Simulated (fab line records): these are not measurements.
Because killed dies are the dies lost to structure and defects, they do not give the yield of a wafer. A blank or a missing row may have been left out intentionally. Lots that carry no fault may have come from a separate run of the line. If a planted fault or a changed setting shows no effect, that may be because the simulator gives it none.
Which tool was responsible? / flow sky130 / 13 lots with 39 wafers sampled at 3 steps, on a route of 708 steps

WHAT EACH GAUGE READ, for each wafer
SKY_METAL5_RS_MEAS_05: a four-point-probe measurement.
lot=L627; measured=day 43 05:43; on=filmMetro-03; METAL5_ALCU_RS (ohm/sq)=0.0268 0.0271 0.0267
lot=L629; measured=day 44 01:15; on=filmMetro-03; METAL5_ALCU_RS (ohm/sq)=0.0272 0.0273 0.0273
lot=L631; measured=day 44 14:13; on=filmMetro-04; METAL5_ALCU_RS (ohm/sq)=0.0266 0.0261 0.0265
lot=L632; measured=day 44 23:38; on=filmMetro-04; METAL5_ALCU_RS (ohm/sq)=0.0277 0.0275 0.0276
lot=L633; measured=day 45 07:16; on=filmMetro-03; METAL5_ALCU_RS (ohm/sq)=0.0270 0.0272 0.0270
lot=L634; measured=day 45 09:04; on=filmMetro-04; METAL5_ALCU_RS (ohm/sq)=0.0267 0.0267 0.0263
lot=L635; measured=day 45 13:46; on=filmMetro-04; METAL5_ALCU_RS (ohm/sq)=0.0267 0.0265 0.0269
lot=L636; measured=day 45 18:11; on=filmMetro-04; METAL5_ALCU_RS (ohm/sq)=0.0272 0.0271 0.0271
lot=L638; measured=day 46 07:05; on=filmMetro-04; METAL5_ALCU_RS (ohm/sq)=0.0273 0.0269 0.0273
lot=L639; measured=day 46 13:50; on=filmMetro-04; METAL5_ALCU_RS (ohm/sq)=0.0269 0.0274 0.0266
lot=L640; measured=day 46 17:02; on=filmMetro-01; METAL5_ALCU_RS (ohm/sq)=0.0268 0.0268 0.0270
lot=L645; measured=day 48 00:25; on=filmMetro-01; METAL5_ALCU_RS (ohm/sq)=0.0266 0.0269 0.0269
lot=L647; measured=day 48 13:28; on=filmMetro-03; METAL5_ALCU_RS (ohm/sq)=0.0272 0.0269 0.0269

WHAT TOOL EACH LOT RAN ON (gives the tool, then ch and the chambers of the sampled wafers, and finally the start)
lot=L627; SKY_RES_XHIGH_EXPOSE_04=ilineStepper-02 ch 0, day 26 13:32; SKY_METAL5_SPUTTER_01=pvdSputter-03, day 43 05:35
lot=L629; SKY_RES_XHIGH_EXPOSE_04=ilineStepper-02 ch 0, day 27 11:31; SKY_METAL5_SPUTTER_01=pvdSputter-04, day 44 01:05
lot=L631; SKY_RES_XHIGH_EXPOSE_04=ilineStepper-01 ch 0, day 28 02:20; SKY_METAL5_SPUTTER_01=pvdSputter-03, day 44 14:04
lot=L632; SKY_RES_XHIGH_EXPOSE_04=ilineStepper-01 ch 0, day 28 14:49; SKY_METAL5_SPUTTER_01=pvdSputter-01, day 44 23:28
lot=L633; SKY_RES_XHIGH_EXPOSE_04=ilineStepper-01 ch 0, day 29 03:26; SKY_METAL5_SPUTTER_01=pvdSputter-04, day 45 07:07
lot=L634; SKY_RES_XHIGH_EXPOSE_04=ilineStepper-02 ch 0, day 29 06:04; SKY_METAL5_SPUTTER_01=pvdSputter-03, day 45 08:52
lot=L635; SKY_RES_XHIGH_EXPOSE_04=ilineStepper-02 ch 0, day 29 10:10; SKY_METAL5_SPUTTER_01=pvdSputter-04, day 45 13:36
lot=L636; SKY_RES_XHIGH_EXPOSE_04=ilineStepper-01 ch 0, day 29 16:09; SKY_METAL5_SPUTTER_01=pvdSputter-03, day 45 18:03
lot=L638; SKY_RES_XHIGH_EXPOSE_04=ilineStepper-01 ch 0, day 30 09:52; SKY_METAL5_SPUTTER_01=pvdSputter-04, day 46 06:56
lot=L639; SKY_RES_XHIGH_EXPOSE_04=ilineStepper-01 ch 0, day 30 21:51; SKY_METAL5_SPUTTER_01=pvdSputter-01, day 46 13:38
lot=L640; SKY_RES_XHIGH_EXPOSE_04=ilineStepper-01 ch 0, day 31 03:05; SKY_METAL5_SPUTTER_01=pvdSputter-04, day 46 16:54
lot=L645; SKY_RES_XHIGH_EXPOSE_04=ilineStepper-01 ch 0, day 32 16:28; SKY_METAL5_SPUTTER_01=pvdSputter-04, day 48 00:13
lot=L647; SKY_RES_XHIGH_EXPOSE_04=ilineStepper-01 ch 0, day 33 11:01; SKY_METAL5_SPUTTER_01=pvdSputter-01, day 48 13:19
- SKY_RES_XHIGH_EXPOSE_04: exposes mask URPM, target cd 1270 nm.
- SKY_METAL5_SPUTTER_01: material TiN, target thk 20 nm, time 16.7 s.

WHAT THE TOOLS THEMSELVES READ (means of the sampled wafers that have a number; where no wafer has one, the mark that the record gives instead)
SKY_RES_XHIGH_EXPOSE_04.
lot=L627; tool=ilineStepper-02; stageVelMmS (mm/s)=499.97
lot=L629; tool=ilineStepper-02; stageVelMmS (mm/s)=499.69
lot=L631; tool=ilineStepper-01; stageVelMmS (mm/s)=499.88
lot=L632; tool=ilineStepper-01; stageVelMmS (mm/s)=500.15
lot=L633; tool=ilineStepper-01; stageVelMmS (mm/s)=499.68
lot=L634; tool=ilineStepper-02; stageVelMmS (mm/s)=499.96
lot=L635; tool=ilineStepper-02; stageVelMmS (mm/s)=499.84
lot=L636; tool=ilineStepper-01; stageVelMmS (mm/s)=499.86
lot=L638; tool=ilineStepper-01; stageVelMmS (mm/s)=500.15
lot=L639; tool=ilineStepper-01; stageVelMmS (mm/s)=499.97
lot=L640; tool=ilineStepper-01; stageVelMmS (mm/s)=499.95
lot=L645; tool=ilineStepper-01; stageVelMmS (mm/s)=499.89
lot=L647; tool=ilineStepper-01; stageVelMmS (mm/s)=500.32

SKY_METAL5_SPUTTER_01.
lot=L627; tool=pvdSputter-03; throttleValvePct (%)=30.2
lot=L629; tool=pvdSputter-04; throttleValvePct (%)=30.2
lot=L631; tool=pvdSputter-03; throttleValvePct (%)=30.3
lot=L632; tool=pvdSputter-01; throttleValvePct (%)=28.3
lot=L633; tool=pvdSputter-04; throttleValvePct (%)=29.9
lot=L634; tool=pvdSputter-03; throttleValvePct (%)=30.4
lot=L635; tool=pvdSputter-04; throttleValvePct (%)=30.5
lot=L636; tool=pvdSputter-03; throttleValvePct (%)=31.4
lot=L638; tool=pvdSputter-04; throttleValvePct (%)=30.1
lot=L639; tool=pvdSputter-01; throttleValvePct (%)=29.7
lot=L640; tool=pvdSputter-04; throttleValvePct (%)=30.0
lot=L645; tool=pvdSputter-04; throttleValvePct (%)=29.8
lot=L647; tool=pvdSputter-01; throttleValvePct (%)=29.3

THE ANSWER, worked out from the rows above alone
Rule: usual is defined by the lots themselves. The widest of any qualifying gaps counts: lots, ordered by their means at a reading, are off when they make up no more than a third of the lots, leave a main group of 4 or more, and stand apart from it by 3 or more times the standard deviation of that group's means. A main group whose means are all the same, to the digits that the tables above print for the reading, isn't used. A lot without any number at a reading at which 4 lots or more have one is off too. Any other lot the step has rows for is counted as sound. First the gauges in route order, then the tools' own readings, where a lot's mean is used as printed above. The first step at which some lot is off is used, and at that step the reading that is off furthest; a lot without a number counts as furthest.
None of the lots is off at any reading shown; this tells nothing.

WHAT WAS PUT IN BY THE SIMULATOR
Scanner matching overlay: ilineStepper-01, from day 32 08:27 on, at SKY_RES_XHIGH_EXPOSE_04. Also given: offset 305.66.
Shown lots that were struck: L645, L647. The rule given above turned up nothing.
